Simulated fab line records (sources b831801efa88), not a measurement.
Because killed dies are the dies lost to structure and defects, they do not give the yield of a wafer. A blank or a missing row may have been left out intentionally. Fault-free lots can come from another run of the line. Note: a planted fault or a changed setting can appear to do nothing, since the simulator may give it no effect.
fab line records + flow sky130 + part 2 of 2: steps 30 to 30 of 30
[record]
- lots = 6
- wafers = 18
- last_day = 50
route steps=708 shown LI_CONTACT@375 LOCAL_INTERCONNECT@387 PAD_OPEN@708
lots untouched by any fault: they come from a run of this same line in which no faults occurred
start_h: hours from the record's opening day to when the first of the lot's shown wafers began + wait_h: how many hours have passed since the lot's step before this one + " repeats the value in the row above + L1.1+2: a row that stands for several wafers + - no value present, or no start provided + * or withheld: withheld + < > ~ a bound
route shown NAME@n: a module of which the file shows steps, and the number in the route of the first + usual: mean/standard deviation of fault-free wafers + same: alike in all rows + chamber/n: place in a boat + sites: readings site by site + _std_site: their standard deviation + _edge_site: inner sites' mean taken away from outer sites' mean + radius_mm: for every site, how far away it sits from the centre of the wafer + mask NAME#n: copy n + behind: tool/chamber where the wafer was last shaped + hold: what put the lot on hold/how long, in hours/how the hold closed + device: names the non-switching transistor (n, p or np) + end of line: the tests these same wafers got at the end of their route + a step with no rows: only its recipe + killed: not the wafer's yield, but the dies lost to structure and defects at the first sort + map: a wafer's dies, marking killed ones x, the rest . and places with no die _
set.NAME: the setting the step ran with; set.NAME@STEP: the setting that earlier step ran with + model.NAME: the simulator's own value behind a step, which no gauge read
lots at some steps of the route; a table a step, a row a wafer
services: the hour from which a tool's chamber was out of use, counted from the record's first day as start_h (under 0 if before that day), plus the number of hours and why
[[steps]]
[step SKY_PAD_OPEN_PROBE_99]
[usual]
- killed_at_M0_to_M3 = 43/7.2
- killed_at_M4_up = 3.0/1.7
- killed_at_contacts = 24/5.3
- killed_at_front_end = 15/4.6
- killed_at_other = 0.3/0.5
- killed_dies = 85/10
- killed_open = 46/7.2
- killed_short = 39/6.4
[same]
- gross_dies = 492
- killed_at_back_side = 0
| lot.wafer | tool      | chamber | start_h | wait_h | killed_at_M0_to_M3 | killed_at_M4_up | killed_at_contacts | killed_at_front_end | killed_at_other | killed_dies | killed_open | killed_short | model.etest.res_li.line_ohm_um | model.etest.res_li.rs_ohm_sq | model.etest.mcon_chain.rc_ohm |
|-----------|-----------|---------|---------|--------|--------------------|-----------------|--------------------|---------------------|-----------------|-------------|-------------|--------------|--------------------------------|------------------------------|-------------------------------|
| L717.1    | prober-01 | -       | 1106.09 | 0.1    | 47                 | 0               | 23                 | 18                  | 0               | 88          | 47          | 41           | 158.3                          | 26.33                        | 23.5                          |
| L717.2    | prober-01 | -       | 1106.14 | 0.1    | 50                 | 2               | 27                 | 17                  | 1               | 97          | 51          | 46           | 75.08                          | 12.8                         | 16.36                         |
| L717.6    | prober-01 | -       | 1106.34 | 0.2    | 32                 | 5               | 30                 | 18                  | 0               | 85          | 49          | 36           | 76.38                          | 12.82                        | 16.92                         |
| L718.1    | prober-02 | -       | 1109.74 | 0.1    | 34                 | 2               | 27                 | 20                  | 1               | 84          | 53          | 31           | 164.5                          | 27.32                        | 24.05                         |
| L718.4    | prober-02 | -       | 1109.89 | 0.2    | 37                 | 3               | 34                 | 18                  | 0               | 92          | 51          | 41           | 77.5                           | 13.08                        | 16.95                         |
| L718.5    | prober-02 | -       | 1109.94 | 0.2    | 37                 | 6               | 31                 | 14                  | 1               | 89          | 48          | 41           | 159                            | 26.93                        | 24.7                          |
| L726.2    | prober-02 | -       | 1157.29 | 0.1    | 44                 | 3               | 22                 | 21                  | 0               | 90          | 46          | 44           | 74.58                          | 12.78                        | 17.29                         |
| L726.3    | prober-02 | -       | 1157.34 | 0.2    | 45                 | 2               | 24                 | 18                  | 0               | 89          | 37          | 52           | 73.72                          | 12.67                        | 16.98                         |
| L726.6    | prober-02 | -       | 1157.49 | 0.2    | 48                 | 2               | 25                 | 14                  | 1               | 90          | 50          | 40           | 74.94                          | 12.73                        | 17.84                         |
| L733.2    | prober-01 | -       | 1191.40 | 0.1    | 54                 | 3               | 30                 | 20                  | 0               | 107         | 70          | 37           | 75.09                          | 12.78                        | 16.18                         |
| L733.3    | prober-01 | -       | 1191.45 | 0.2    | 55                 | 4               | 22                 | 30                  | 0               | 111         | 58          | 53           | 75.77                          | 12.87                        | 16.26                         |
| L733.6    | prober-01 | -       | 1191.60 | 0.2    | 42                 | 5               | 21                 | 17                  | 1               | 86          | 55          | 31           | 75.45                          | 12.93                        | 16.65                         |
| L734.1    | prober-02 | -       | 1193.45 | 0.1    | 38                 | 2               | 23                 | 9                   | 0               | 72          | 33          | 39           | 76.94                          | 12.91                        | 17.14                         |
| L734.3    | prober-02 | -       | 1193.55 | 0.2    | 32                 | 3               | 29                 | 10                  | 0               | 74          | 37          | 37           | 76.13                          | 12.74                        | 16.73                         |
| L734.4    | prober-02 | -       | 1193.60 | 0.2    | 49                 | 1               | 13                 | 6                   | 0               | 69          | 37          | 32           | 76.12                          | 12.73                        | 16.52                         |
| L735.1    | prober-01 | -       | 1207.35 | 0.1    | 40                 | 4               | 32                 | 14                  | 0               | 90          | 57          | 33           | 74.9                           | 12.7                         | 17.96                         |
| L735.2    | prober-01 | -       | 1207.40 | 0.1    | 35                 | 0               | 27                 | 17                  | 1               | 80          | 51          | 29           | 74.75                          | 12.75                        | 16.9                          |
| L735.6    | prober-01 | -       | 1207.60 | 0.2    | 46                 | 4               | 27                 | 10                  | 0               | 87          | 43          | 44           | 74.88                          | 12.85                        | 16.86                         |
// killed by level:class
L717.1 VIA1:geometric_particle:open=15 FIELD_ISO:geometric_particle:short=6 LI_CONTACT:geometric_particle:open=6 VIA2:geometric_particle:open=6 CONTACT:geometric_particle:open=6 METAL1:geometric_particle:short=5 VIA3:geometric_particle:short=5 FIELD_ISO:geometric_particle:open=4
L717.2 CONTACT:geometric_particle:open=12 VIA1:geometric_particle:open=9 LI_CONTACT:geometric_particle:open=8 METAL2:geometric_particle:short=7 VIA3:geometric_particle:open=7 POLY_GATE:geometric_particle:short=6 METAL1:geometric_particle:short=6 FIELD_ISO:geometric_particle:short=5
L717.6 VIA1:geometric_particle:open=12 LI_CONTACT:geometric_particle:open=9 CONTACT:geometric_particle:open=7 LOCAL_INTERCONNECT:geometric_particle:short=7 FIELD_ISO:geometric_particle:short=6 METAL4:geometric_particle:short=5 FIELD_ISO:geometric_particle:open=4 POLY_GATE:geometric_particle:open=4
L718.1 CONTACT:geometric_particle:open=15 VIA1:geometric_particle:open=8 LI_CONTACT:geometric_particle:open=6 VIA3:geometric_particle:open=6 FIELD_ISO:geometric_particle:open=4 POLY_GATE:geometric_particle:open=4 POLY_GATE:geometric_particle:short=4 VIA2:geometric_particle:open=4
L718.4 CONTACT:geometric_particle:short=13 CONTACT:geometric_particle:open=13 VIA1:geometric_particle:open=8 VIA2:geometric_particle:open=8 METAL1:geometric_particle:short=7 VIA3:geometric_particle:open=6 POLY_GATE:geometric_particle:short=5 POLY_GATE:geometric_particle:open=5
L718.5 CONTACT:geometric_particle:open=12 LI_CONTACT:geometric_particle:open=11 VIA1:geometric_particle:open=11 FIELD_ISO:geometric_particle:short=6 VIA1:geometric_particle:short=6 METAL2:geometric_particle:short=6 VIA2:geometric_particle:open=5 METAL4:geometric_particle:short=4
L726.2 LI_CONTACT:geometric_particle:open=10 VIA1:geometric_particle:open=9 METAL1:geometric_particle:short=8 FIELD_ISO:geometric_particle:short=7 FIELD_ISO:geometric_particle:open=5 VIA2:geometric_particle:open=5 LOCAL_INTERCONNECT:geometric_particle:short=5 VIA2:geometric_particle:short=5
L726.3 METAL2:geometric_particle:short=12 CONTACT:geometric_particle:open=11 VIA3:geometric_particle:open=7 VIA3:geometric_particle:short=6 METAL1:geometric_particle:short=5 FIELD_ISO:geometric_particle:open=4 FIELD_ISO:geometric_particle:short=4 LI_CONTACT:geometric_particle:open=4
L726.6 CONTACT:geometric_particle:open=11 VIA1:geometric_particle:open=10 METAL2:geometric_particle:short=9 VIA2:geometric_particle:open=7 LI_CONTACT:geometric_particle:open=6 METAL3:geometric_particle:short=6 POLY_GATE:geometric_particle:short=4 VIA3:geometric_particle:short=4
L733.2 CONTACT:geometric_particle:open=15 VIA1:geometric_particle:open=14 VIA2:geometric_particle:open=12 METAL1:geometric_particle:short=7 VIA1:geometric_particle:short=7 VIA3:geometric_particle:open=7 FIELD_ISO:geometric_particle:open=5 POLY_GATE:geometric_particle:open=5
L733.3 VIA1:geometric_particle:open=19 FIELD_ISO:geometric_particle:short=13 VIA1:geometric_particle:short=9 CONTACT:geometric_particle:open=9 VIA3:geometric_particle:open=9 FIELD_ISO:geometric_particle:open=8 POLY_GATE:geometric_particle:short=4 LI_CONTACT:geometric_particle:open=4
L733.6 VIA1:geometric_particle:open=13 VIA2:geometric_particle:open=11 LI_CONTACT:geometric_particle:open=8 FIELD_ISO:geometric_particle:open=6 CONTACT:geometric_particle:open=6 VIA3:geometric_particle:open=4 METAL4:geometric_particle:short=4 FIELD_ISO:geometric_particle:short=3
L734.1 LI_CONTACT:geometric_particle:open=8 VIA2:geometric_particle:open=6 METAL3:geometric_particle:short=6 VIA1:geometric_particle:open=5 LOCAL_INTERCONNECT:geometric_particle:short=5 CONTACT:geometric_particle:open=5 VIA1:geometric_particle:short=5 METAL1:geometric_particle:short=4
L734.3 LI_CONTACT:geometric_particle:open=11 METAL2:geometric_particle:short=10 CONTACT:geometric_particle:open=6 LI_CONTACT:geometric_particle:short=4 VIA1:geometric_particle:open=4 VIA3:geometric_particle:open=4 FIELD_ISO:geometric_particle:short=3 POLY_GATE:geometric_particle:open=3
L734.4 VIA1:geometric_particle:open=15 VIA2:geometric_particle:open=6 METAL2:geometric_particle:short=6 VIA2:geometric_particle:short=5 VIA3:geometric_particle:open=5 CONTACT:geometric_particle:open=4 VIA3:geometric_particle:short=4 LOCAL_INTERCONNECT:geometric_particle:short=3
L735.1 CONTACT:geometric_particle:open=14 VIA1:geometric_particle:open=10 LI_CONTACT:geometric_particle:open=10 VIA2:geometric_particle:open=9 METAL1:geometric_particle:short=6 CONTACT:geometric_particle:short=5 VIA3:geometric_particle:open=5 FIELD_ISO:geometric_particle:open=4
L735.2 VIA1:geometric_particle:open=13 CONTACT:geometric_particle:open=9 LI_CONTACT:geometric_particle:open=8 POLY_GATE:geometric_particle:open=6 VIA2:geometric_particle:open=6 CONTACT:geometric_particle:short=5 VIA1:geometric_particle:short=4 FIELD_ISO:geometric_particle:open=3
L735.6 CONTACT:geometric_particle:open=8 METAL1:geometric_particle:short=8 LI_CONTACT:geometric_particle:open=6 METAL2:geometric_particle:short=6 CONTACT:geometric_particle:short=5 METAL1:geometric_particle:open=5 VIA3:geometric_particle:open=5 LI_CONTACT:geometric_particle:short=4
[[services]]
| tool            | chamber | start_h | hours | kind   |
|-----------------|---------|---------|-------|--------|
| rie_diel-04     | 3       | 702.76  | 6.3   | repair |
| cvd_w-02        | 1       | 705.24  | 8.0   | repair |
| cmp-01          | -       | 711.67  | 1.1   | repair |
| pvd_sputter-03  | -       | 724.94  | 3.4   | repair |
| plasma_asher-04 | -       | 738.87  | 0.8   | repair |
| pvd_sputter-01  | -       | 740.09  | 3.8   | repair |
| cmp-02          | -       | 744.11  | 4.0   | pm     |
| cmp-02          | -       | 752.00  | 2.2   | repair |
| plasma_asher-04 | -       | 757.03  | 9.0   | repair |
| cmp-01          | -       | 765.61  | 1.4   | repair |
| cmp-02          | -       | 776.94  | 2.9   | repair |
| rie_diel-02     | 3       | 777.99  | 4.9   | repair |
| rie_diel-02     | -       | 796.33  | 1.8   | repair |
| pvd_sputter-01  | -       | 811.99  | 2.3   | repair |
| rie_diel-02     | -       | 818.34  | 0.3   | repair |
| pvd_sputter-03  | -       | 821.12  | 5.7   | repair |
| cmp-01          | -       | 851.03  | 0.9   | repair |
| cvd_w-02        | -       | 851.43  | 3.9   | repair |
| cmp-01          | -       | 857.49  | 1.8   | repair |
| cmp-01          | -       | 862.21  | 9.2   | pm     |
| cvd_w-02        | 1       | 865.56  | 6.6   | repair |
| rie_metal-04    | 0       | 874.60  | 2.1   | repair |
| rie_diel-02     | 1       | 880.51  | 6.1   | repair |
| rie_diel-02     | -       | 888.17  | 0.2   | repair |
[[key]]
[first_sign]
- step = SKY_LOCAL_INTERCONNECT_RS_MEAS_01
- reading = visit
- direction = added
[effect]
- step = SKY_LOCAL_INTERCONNECT_RS_MEAS_01
- reading = LOCAL_INTERCONNECT_TIN_RS
- direction = up
- sigmas = 99+
- usual = 14.07
- struck = 30.82
[effect]
- step = SKY_LOCAL_INTERCONNECT_THK_MEAS_02
- reading = visit
- direction = added
[effect]
- step = SKY_LOCAL_INTERCONNECT_THK_MEAS_02
- reading = LOCAL_INTERCONNECT_TIN_THK
- direction = down
- sigmas = 48
- usual = 100.7
- struck = 48.2
[effect]
- step = SKY_LOCAL_INTERCONNECT_METAL_ETCH_14
- reading = oes_product_au
- direction = down
- sigmas = 50
- usual = 0.943
- struck = 0.646
[model_effect]
- step = SKY_LOCAL_INTERCONNECT_SPUTTER_00
- value = TiN_of_LOCAL_INTERCONNECT_SPUTTER_00.thk_nm
- without = 100.3
- struck = 48.12
[model_effect]
- step = SKY_LOCAL_INTERCONNECT_STRIP_16
- value = TiN_of_LOCAL_INTERCONNECT_SPUTTER_00.thk_nm
- without = 99.92
- struck = 47.7
[model_effect]
- step = SKY_PAD_OPEN_PROBE_99
- value = etest.res_li.line_ohm_um
- without = 76.61
- struck = 160.6
met_at SKY_LOCAL_INTERCONNECT_SPUTTER_00
struck_wafers L717.1,L718.1,L718.5
tester_left_out L717,L718
[fault]
- kind = process_parameter_drift
- tool = pvd_sputter-03
- chamber = -
- onset_h = 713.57
- steps = SKY_LOCAL_INTERCONNECT_SPUTTER_00
- channel = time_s
- offset = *
- shape = step
- end_h = 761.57
- acts_in = *
- stated = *
- scope = struck_wafers_only
// tester_left_out: of these lots the tester's yield and bins aren't shown, on N5 and GAA mostly nor the transistor test; their killed dies are dies lost to structure and defects alone, not to doping, threshold or leakage, so they don't give the yield
